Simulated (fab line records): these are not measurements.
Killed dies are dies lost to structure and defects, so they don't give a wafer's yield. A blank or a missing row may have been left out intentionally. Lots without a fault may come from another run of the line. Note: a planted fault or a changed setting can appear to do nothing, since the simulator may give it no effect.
Chamber matching -- flow gf180mcu -- 3 sister chambers for GF_MIM_CVD_05 on pecvd-01
The step deposits Si3N4, target thk 42 nm, time 29.086 s. 6 wafers are shown with their chamber, then 9 later ones without.

== WAFERS WITH THEIR CHAMBER ==
wafer,chamber,heater power w (W)
L087.1,2,765
L088.1,1,600
L088.5,1,591
L090.3,0,732
L090.4,2,770
L090.5,0,751

== WAFERS WITHOUT THEIR CHAMBER ==
wafer,heater power w (W)
L092.1,622
L092.5,640
L092.6,732
L093.2,702
L093.4,699
L093.6,664
L097.2,731
L097.4,628
L097.5,719

== THE CHAMBER EACH PASSED THROUGH ==
wafer,from the rows above,in truth
L092.1,1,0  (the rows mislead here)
L092.5,1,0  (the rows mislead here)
L092.6,0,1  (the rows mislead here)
L093.2,0,0
L093.4,0,0
L093.6,can't be placed: 1 or 0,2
L097.2,0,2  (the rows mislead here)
L097.4,1,1
L097.5,0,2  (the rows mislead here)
3 of 9 placed correctly. From these rows, 1 cannot be placed; in 0 the true chamber is one of the candidates. Wrongly placed: 5.
How it was worked out, from the rows above alone: a wafer's distance from a chamber is the root of the sum, over the readings, of the square of ((its reading less the chamber's mean) divided by the reading's scatter). The wafer belongs to the nearest chamber; if the next one is less than 2 further off, it can't be placed. For every chamber, the mean is computed from those of its wafers that are shown. The scatter is the square root of a quotient: the sum, over the shown wafers, of each reading's squared deviation from its chamber's mean, divided by wafers minus chambers.
